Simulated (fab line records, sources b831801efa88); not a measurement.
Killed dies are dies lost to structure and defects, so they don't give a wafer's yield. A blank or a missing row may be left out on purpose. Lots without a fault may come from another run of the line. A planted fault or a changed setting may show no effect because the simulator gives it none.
Which tool did it? | flow sfq_line | 6 lots, 18 wafers sampled, at 5 steps of a route of 325

WHAT THE GAUGES READ, wafer by wafer
SFQ_M1_OVL_MEAS_911.
lot  | measured     | on         | M1_OVL (nm)
L620 | day 21 08:01 | overlay-01 | 2 4 2
L623 | day 22 15:14 | overlay-01 | -2 3 1
L625 | day 24 21:53 | overlay-01 | -6 5 -2
L631 | day 26 21:29 | overlay-01 | -3 -4 -4
L636 | day 27 03:29 | overlay-02 | -1 2 3
L641 | day 27 09:28 | overlay-02 | -6 -8 -4

WHICH TOOL RAN EACH LOT (tool, then ch and the chambers of the sampled wafers, then the start)
lot  | SFQ_TRILAYER_M0_STRIP_STRIP_025   | SFQ_TRILAYER_I0_CMP_CMP_028   | SFQ_TRILAYER_I0_METRO_MEASURE_029 | SFQ_TRILAYER_I0_VIA_ETCH_VIA_ETCH_034
L620 | rie_metal-03 ch 0,1, day 10 11:17 | cmp-01 ch 0,1,2, day 10 12:40 | film_metro-02, day 10 15:47       | rie_diel-03 ch 2,3, day 15 02:49
L623 | rie_metal-03 ch 0, day 11 10:52   | cmp-01 ch 0,3, day 11 15:16   | film_metro-03, day 11 18:29       | rie_diel-01 ch 0,1,2, day 16 04:08
L625 | rie_metal-03 ch 0,1, day 12 08:53 | cmp-02 ch 0,1,3, day 12 13:35 | film_metro-04, day 12 16:42       | rie_diel-02 ch 0,1, day 18 00:41
L631 | rie_metal-02 ch 0,1, day 13 22:55 | cmp-02 ch 0,1,3, day 13 23:46 | film_metro-02, day 14 03:05       | rie_diel-01 ch 0,2,3, day 20 04:30
L636 | rie_metal-04 ch 0,1, day 16 12:53 | cmp-01 ch 0,3, day 16 14:02   | film_metro-03, day 16 17:16       | rie_diel-01 ch 0,2,3, day 23 07:37
L641 | rie_metal-04 ch 0,1, day 19 09:59 | cmp-01 ch 0,1,3, day 19 12:01 | film_metro-03, day 19 14:08       | rie_diel-01 ch 1,3, day 26 03:34
- SFQ_TRILAYER_M0_STRIP_STRIP_025: strips in O2.
- SFQ_TRILAYER_I0_CMP_CMP_028: polishes SiO2.
- SFQ_TRILAYER_I0_METRO_MEASURE_029
- SFQ_TRILAYER_I0_VIA_ETCH_VIA_ETCH_034: etches SiO2 in CHF3, stops on Nb, target depth 260 nm.

THE ANSWER, worked out from the rows above alone
Rule: what is usual is taken from the lots themselves. Put in order of their means at a reading, lots are off if they are a third of the lots or fewer, leave a main group of 4 or more, and stand apart from it by a gap of 3 or more times the standard deviation of the main group's means; of several such gaps the widest counts. A main group whose means are all the same, to the digits that the tables above print for the reading, isn't used. A lot without any number at a reading at which 4 lots or more have one is off too. The other lots that the step has rows for count as sound.
No lot is off at any reading shown: from this, nothing can be told.

WHAT THE SIMULATOR HAD PUT IN
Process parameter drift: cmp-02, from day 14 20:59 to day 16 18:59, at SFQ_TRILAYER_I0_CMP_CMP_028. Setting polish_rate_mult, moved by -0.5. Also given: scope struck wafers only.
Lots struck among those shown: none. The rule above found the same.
